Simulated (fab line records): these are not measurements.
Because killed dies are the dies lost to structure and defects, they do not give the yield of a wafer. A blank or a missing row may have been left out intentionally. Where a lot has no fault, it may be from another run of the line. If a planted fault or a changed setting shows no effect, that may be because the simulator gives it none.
The tool behind it: which one? ; flow sky130 ; 14 lots, 40 wafers sampled, at 5 steps of a route of 708

WHAT EACH GAUGE READ, for each wafer
SKY_SONOS_ONO_THK_MEAS_01.
lot;measured;on;SONOS_ONO_OXIDATION_THK (nm)
L426;day 11 13:05;film metro-02;2.64 2.65 2.71
L428;day 12 01:56;film metro-02;2.58 2.54 2.46
L427;day 12 05:51;film metro-02;2.53 2.60 2.57
L433;day 14 02:14;film metro-02;2.64 2.69
L434;day 14 14:28;film metro-01;2.67 2.61
L441;day 16 14:41;film metro-03;2.61 2.64 2.65
L442;day 16 17:22;film metro-02;2.56 2.61 2.61
L443;day 17 10:37;film metro-03;2.57 2.63 2.57
L445;day 17 23:03;film metro-02;2.55 2.61 2.58
L444;day 18 03:19;film metro-01;2.62 2.63 2.60
L446;day 18 07:17;film metro-01;2.60 2.58 2.67
L447;day 18 10:09;film metro-03;2.59 2.56 2.57
L448;day 18 23:25;film metro-01;2.68 2.78 2.70
L449;day 19 03:39;film metro-03;2.65 2.69 2.63

SKY_RES_PROTECT_TW_MEAS_08.
lot;measured;on;POLY_GATE_TW
L426;day 15 02:55;film metro-04;4033 4047 4038
L428;day 15 15:16;film metro-02;3968 3961 3971
L427;day 15 22:13;film metro-04;4034 4042 4049
L433;day 17 22:43;film metro-04;4051 4030
L434;day 18 12:46;film metro-04;4042 4025
L441;day 20 19:04;film metro-02;3952 3946 3963
L442;day 20 20:26;film metro-04;4025 4046 4049
L443;day 21 15:13;film metro-04;4011 3998 4005
L445;day 22 06:05;film metro-01;4078 4063 4054
L444;day 22 09:12;film metro-02;3987 3952 3982
L446;day 22 11:46;film metro-02;3987 3988 3985
L447;day 22 12:23;film metro-01;4097 4090 4079
L448;day 23 01:59;film metro-04;3967 3996 3979
L449;day 23 06:25;film metro-02;3954 3969 3958

SKY_POLY_GATE_CD_MEAS_13: the cd target is 150 nm.
lot;measured;on;cd nm (nm)
L426;day 16 09:20;cd sem-02;151.6 151.4 152.0
L428;day 16 21:17;cd sem-01;150.3 150.0 150.4
L427;day 17 06:54;cd sem-02;150.2 149.9 149.8
L433;day 19 08:06;cd sem-01;148.4 120.4
L434;day 19 21:04;cd sem-02;121.2 120.2
L441;day 22 02:55;cd sem-02;148.5 148.8 150.2
L442;day 22 04:27;cd sem-01;149.1 150.1 150.1
L443;day 23 04:25;cd sem-02;147.4 147.7 147.5
L445;day 23 13:56;cd sem-02;148.7 148.3 148.6
L444;day 23 17:52;cd sem-01;152.2 152.4 153.4
L446;day 23 20:03;cd sem-01;148.5 149.6 147.6
L447;day 23 21:26;cd sem-01;148.6 149.8 149.6
L448;day 24 10:50;cd sem-02;149.4 150.0 150.6
L449;day 24 14:16;cd sem-02;153.2 151.6 151.4

SKY_POLY_GATE_OVL_MEAS_14.
lot;measured;on;POLY_GATE_OVL (nm)
L426;day 16 09:25;overlay-02;0 -2 -4
L428;day 16 21:24;overlay-01;-7 -13 -1
L427;day 17 07:01;overlay-01;-10 5 -10
L433;day 19 08:10;overlay-01;-9 -8
L434;day 19 21:10;overlay-01;-2 -10
L441;day 22 03:01;overlay-01;-7 -13 -11
L442;day 22 04:34;overlay-02;9 6 6
L443;day 23 04:32;overlay-02;4 6 0
L445;day 23 14:03;overlay-01;1 0 2
L444;day 23 17:57;overlay-02;-4 -4 -10
L446;day 23 20:10;overlay-02;5 0 0
L447;day 23 21:31;overlay-02;-4 -3 -13
L448;day 24 10:57;overlay-01;-10 0 -6
L449;day 24 14:23;overlay-01;-8 6 3

TOOL THAT RAN EACH LOT (tool first, then ch and the chambers of the sampled wafers, then the start)
lot;SKY_POLY_GATE_EXPOSE_10
L426;krf scanner-01 ch 0, day 15 19:28
L428;krf scanner-02 ch 0, day 16 07:05
L427;krf scanner-02 ch 0, day 16 16:21
L433;krf scanner-01 ch 0, day 18 17:21
L434;krf scanner-01 ch 0, day 19 05:43
L441;krf scanner-01 ch 0, day 21 12:12
L442;krf scanner-02 ch 0, day 21 13:49
L443;krf scanner-01 ch 0, day 22 13:08
L445;krf scanner-01 ch 0, day 22 22:41
L444;krf scanner-01 ch 0, day 23 02:54
L446;krf scanner-01 ch 0, day 23 04:59
L447;krf scanner-01 ch 0, day 23 06:11
L448;krf scanner-01 ch 0, day 23 19:49
L449;krf scanner-01 ch 0, day 23 23:19
- SKY_POLY_GATE_EXPOSE_10: exposes mask P1M, target cd 150 nm.

AS READ BY THE TOOLS THEMSELVES (means over the sampled wafers that have a number; for cases with no such wafer, the mark the record gives instead)
The record holds no such reading with a usual standard deviation.

THE ANSWER, worked out from the rows above alone
Rule: what is usual is taken from the lots themselves. The widest of any qualifying gaps counts: lots, ordered by their means at a reading, are off when they make up no more than a third of the lots, leave a main group of 4 or more, and stand apart from it by 3 or more times the standard deviation of that group's means. Not used: any main group whose means are identical at the precision the tables above print for the reading. Also off: a lot with no number at a reading for which 4 or more lots have one. Where the step has rows for the other lots, those lots are counted as sound. After the gauges, taken in route order, come the tools' own readings; for these a lot's mean is taken, as printed above. The first step at which some lot is off is used, and at that step the reading that is off furthest; a lot without a number counts as furthest.
Off: L433, L434 (SKY_POLY_GATE_CD_MEAS_13, cd nm). Mean 150.0 nm and standard deviation 1.5 in the main group.
A tool fits if, at a process step before that reading, it ran every lot that is off, and no sound lot after the first of them. Gauges at SKY_POLY_GATE_CD_MEAS_13: tried the same way as those tools. Not one of the candidates tried fits.

WHAT THE SIMULATOR HAD INSERTED
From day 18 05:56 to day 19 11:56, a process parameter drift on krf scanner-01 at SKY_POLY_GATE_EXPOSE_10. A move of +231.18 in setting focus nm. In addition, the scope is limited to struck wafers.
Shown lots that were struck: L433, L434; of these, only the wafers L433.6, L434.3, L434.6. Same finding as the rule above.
